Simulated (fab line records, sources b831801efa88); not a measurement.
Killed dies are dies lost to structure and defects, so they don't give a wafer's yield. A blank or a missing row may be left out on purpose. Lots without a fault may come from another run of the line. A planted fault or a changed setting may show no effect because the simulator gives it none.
One fault seen from 2 desks | flow gf180mcu | each desk has only its own numbers; what lay behind them comes last

THE TOOL OWNER'S DESK: implanter-03
The tool's own readings at GF_HV_LDD_IMPLANT_34: means of the sampled wafers that have a number, for each lot that ran on this tool. A lot is out of limits, marked OUT, if its mean lies more than 4 standard deviations from the usual mean; the brackets give that distance.
Columns: A = rotation_deg at GF_HV_LDD_IMPLANT_34, usual 89.995 degrees; B = tilt_deg at GF_HV_LDD_IMPLANT_34, usual 29.998 degrees
lot  | first seen here | A      | B
L480 | day 13 02:50    | 89.991 | 29.983
L482 | day 13 16:16    | 90.002 | 29.994
L484 | day 14 08:13    | 90.009 | 29.998
L489 | day 15 19:22    | 89.992 | 29.977
L496 | day 18 02:47    | 90.019 | 24.023 (-99 or more) OUT
L497 | day 18 12:54    | 90.018 | 24.016 (-99 or more) OUT
This desk's finding: out of limits on L496, L497; first on L496, day 18 02:47 (tilt_deg at GF_HV_LDD_IMPLANT_34). In limits: L480, L482, L484, L489.

THE METROLOGY DESK
What the gauges read, lot by lot, whatever tool the lot ran on: means of the sampled wafers that have a number. A lot is out of limits, marked OUT, if its mean lies more than 4 standard deviations from the usual mean; the brackets give that distance.
Columns: A = HV_LDD_RS at GF_HV_LDD_RS_MEAS_53, usual 418.0 ohm/sq; B = PSD_TW at GF_PSD_TW_MEAS_11, usual 3182; C = SAB_OVL at GF_SAB_OVL_MEAS_10, usual -0.4 nm
lot  | first seen here | A     | B    | C
L477 | day 12 11:34    | 417.6 | 3165 | -0.4
L479 | day 13 20:08    | 418.2 | 3172 | -2.1
L480 | day 14 00:38    | 417.5 | 3167 | 0.3
L481 | day 14 07:58    | 417.4 | 3163 | -2.3
L482 | day 14 14:05    | 418.0 | 3180 | -0.1
L484 | day 15 06:18    | 417.3 | 3145 | -0.3
L483 | day 15 07:40    | 418.6 | 3133 | -0.7
L486 | day 15 23:31    | 419.6 | 3204 | -2.3
L487 | day 16 03:31    | 417.1 | 3143 | 2.3
L488 | day 16 09:40    | 417.6 | 3203 | -0.9
L489 | day 16 17:05    | 418.2 | 3237 | -1.0
L496 | day 21 06:25    | -     | 3158 | 0.4
L497 | day 21 18:06    | -     | 3201 | 0.9
This desk's finding: nothing out of limits on any of the 13 lots.

PUT TOGETHER
The tool owner's desk could have raised an alarm at day 18 02:47, on L496, L497.
The metrology desk saw nothing out of limits.
The metrology desk has L496, L497 on record, within its limits.
Of the lots named, all ran GF_HV_LDD_IMPLANT_34 on implanter-03.

WHAT THE SIMULATOR HAD PUT IN
Process parameter drift: implanter-03, from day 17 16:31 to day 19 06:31, at GF_HV_LDD_IMPLANT_34. Setting tilt_deg, moved by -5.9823, from 30. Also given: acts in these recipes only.
Lots struck among those shown: L496, L497.
Hours from the fault's start to each desk's first reading out of limits: the tool owner's desk, 10.
